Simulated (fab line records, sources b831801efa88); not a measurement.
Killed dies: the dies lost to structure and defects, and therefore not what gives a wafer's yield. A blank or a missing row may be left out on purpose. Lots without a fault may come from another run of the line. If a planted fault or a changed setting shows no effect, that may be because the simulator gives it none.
Struck lot and sound lot, side by side -- flow sfq_line -- 3 out of 325 route steps
Sound: wafers L175.1, L175.4, L175.5. The struck wafers were L184.2, L184.3, L184.4. At the end, the cause is stated.
For every step that has rows: the tool of each side, followed by ch and its chambers, followed by its first start. Under that, the readings that differ: sound wafers -- struck wafers -- difference of the means -- sigmas: that difference in standard deviations of wafers without a fault.
alike: words and numbers the same on both sides, and readings whose means are apart by under 2 such deviations; not compared: readings that were withheld, readings missing a value for some wafer, numbers with overlapping values and no deviation given by the record, and bounds like >300 which may hide the same value.
The two part at a step that has a row with sigmas, a row that says differs or no value, or rows on one side only. When numbers do not overlap yet have no deviation, they are printed without sigmas and do not part them. A reading missing from all wafers of one side parts the sides only when that side holds two or more wafers.

SFQ_INCOMING_BOW_MEAS_900:
  sound: film_metro-03 at day 2 21:00; struck: film_metro-02 at day 4 18:01
  alike: INCOMING_BOW
SFQ_TRILAYER_INCOMING_OXIDATION_002: target thk 500 nm, ox time 4939 s.
  struck on furnace-02, day 4 18:07; sound on furnace-01 ch 0, day 2 21:07
  no value came back on the struck wafers for ox_temp_c (C), ox_temp_c_max, tube_center_temp_C (C); on the sound wafers ox_temp_c (C) reads 1000.0 999.7 1000.1
SFQ_TRILAYER_L0_DEP_SPUTTER_003: material MoNx KI, target thk 40 nm, time 100 s.
  sound: pvd_sputter-05 at day 2 23:29; struck: pvd_sputter-06 at day 4 20:29
  alike: throttle_valve_pct

== WHERE THEY PART ==
Only at SFQ_TRILAYER_INCOMING_OXIDATION_002, as far as this record shows. Later steps at which nothing parts them and some readings are alike: SFQ_TRILAYER_L0_DEP_SPUTTER_003.

WHY: what the simulator had put in
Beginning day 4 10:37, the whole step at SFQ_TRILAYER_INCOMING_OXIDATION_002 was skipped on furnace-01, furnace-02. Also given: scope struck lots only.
